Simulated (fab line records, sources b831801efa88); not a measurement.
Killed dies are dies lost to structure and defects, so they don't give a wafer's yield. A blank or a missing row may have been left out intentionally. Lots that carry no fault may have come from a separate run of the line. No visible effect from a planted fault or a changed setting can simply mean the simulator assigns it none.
Which tool is to blame?	flow sky130	12 lots with 36 wafers sampled at 2 steps, on a route of 708 steps

## WHAT THE GAUGES READ, wafer by wafer
SKY_CAP2M_RS_MEAS_03: a four-point-probe measurement. Usual: for CAP2M_TIN_RS the level is 6.88 ohm/sq and the standard deviation is 0.053.
lot	measured	on	CAP2M_TIN_RS (ohm/sq)	flag
L325	day 39 11:40	film_metro-01	6.80 6.80 6.83	
L328	day 40 16:49	film_metro-01	6.83 6.82 6.85	
L326	day 40 15:05	film_metro-01	6.89 6.87 6.90	
L327	day 40 17:25	film_metro-04	6.88 6.85 6.86	
L329	day 41 03:10	film_metro-02	6.85 6.89 6.89	
L331	day 41 10:59	film_metro-04	6.94 6.95 6.97	
L333	day 42 03:46	film_metro-01	6.86 6.81 6.83	
L334	day 42 05:16	film_metro-04	6.90 6.83 6.84	
L336	day 43 03:39	film_metro-01	6.90 6.90 6.86	
L337	day 43 06:37	film_metro-01	6.91 6.84 6.85	
L347	day 46 09:31	film_metro-02	6.86 6.87 6.85	
L346	day 46 12:27	film_metro-01	6.92 6.89 6.85	

## TOOL THAT RAN EACH LOT (tool first, then ch and the chambers of the sampled wafers, then the start)
lot	SKY_CAPM_SPUTTER_02
L325	pvd_sputter-01, day 36 02:02
L328	pvd_sputter-04, day 37 08:20
L326	pvd_sputter-03, day 37 09:41
L327	pvd_sputter-03, day 37 10:33
L329	pvd_sputter-01, day 37 20:35
L331	pvd_sputter-03, day 38 06:22
L333	pvd_sputter-01, day 38 21:59
L334	pvd_sputter-01, day 39 01:39
L336	pvd_sputter-04, day 40 00:41
L337	pvd_sputter-01, day 40 03:51
L347	pvd_sputter-03, day 43 14:11
L346	pvd_sputter-01, day 43 15:11
- SKY_CAPM_SPUTTER_02: material TiN, target thk 200 nm, time 166.7 s.

## AS READ BY THE TOOLS THEMSELVES (means over the sampled wafers that have a number; for cases with no such wafer, the mark the record gives instead)
SKY_CAPM_SPUTTER_02. Usual: cathode_dc_power_W 6500.0 W, standard deviation 1.2; throttle_valve_pct 30.6 %, standard deviation 1.
lot	tool	cathode_dc_power_W (W)	throttle_valve_pct (%)	flag
L325	pvd_sputter-01	6501.2	30.7	
L328	pvd_sputter-04	6500.5	30.0	
L326	pvd_sputter-03	6500.6	29.9	
L327	pvd_sputter-03	6499.1	29.3	
L329	pvd_sputter-01	6500.1	31.1	
L331	pvd_sputter-03	6500.2	30.4	
L333	pvd_sputter-01	6499.7	31.2	
L334	pvd_sputter-01	6500.1	31.3	
L336	pvd_sputter-04	6500.3	30.3	
L337	pvd_sputter-01	6499.9	30.7	
L347	pvd_sputter-03	6499.7	30.5	
L346	pvd_sputter-01	6500.3	31.8	

## THE ANSWER, worked out from the rows above alone
Rule: take the mean of a lot's wafers that have a number; if it is more than 3 standard deviations from the usual mean, the lot is off. Also off: a lot with no number at a reading for which 4 or more lots have one. Where the step has rows for the other lots, those lots are counted as sound. The gauges are gone through in route order, then the tools' own readings, and for those a lot's mean is taken as printed above. The first step at which some lot is off is used, and at that step the reading that is off furthest; a lot without a number counts as furthest.
Across all readings shown, no lot is off: no conclusion can be drawn from this.

## WHAT THE SIMULATOR HAD PUT IN
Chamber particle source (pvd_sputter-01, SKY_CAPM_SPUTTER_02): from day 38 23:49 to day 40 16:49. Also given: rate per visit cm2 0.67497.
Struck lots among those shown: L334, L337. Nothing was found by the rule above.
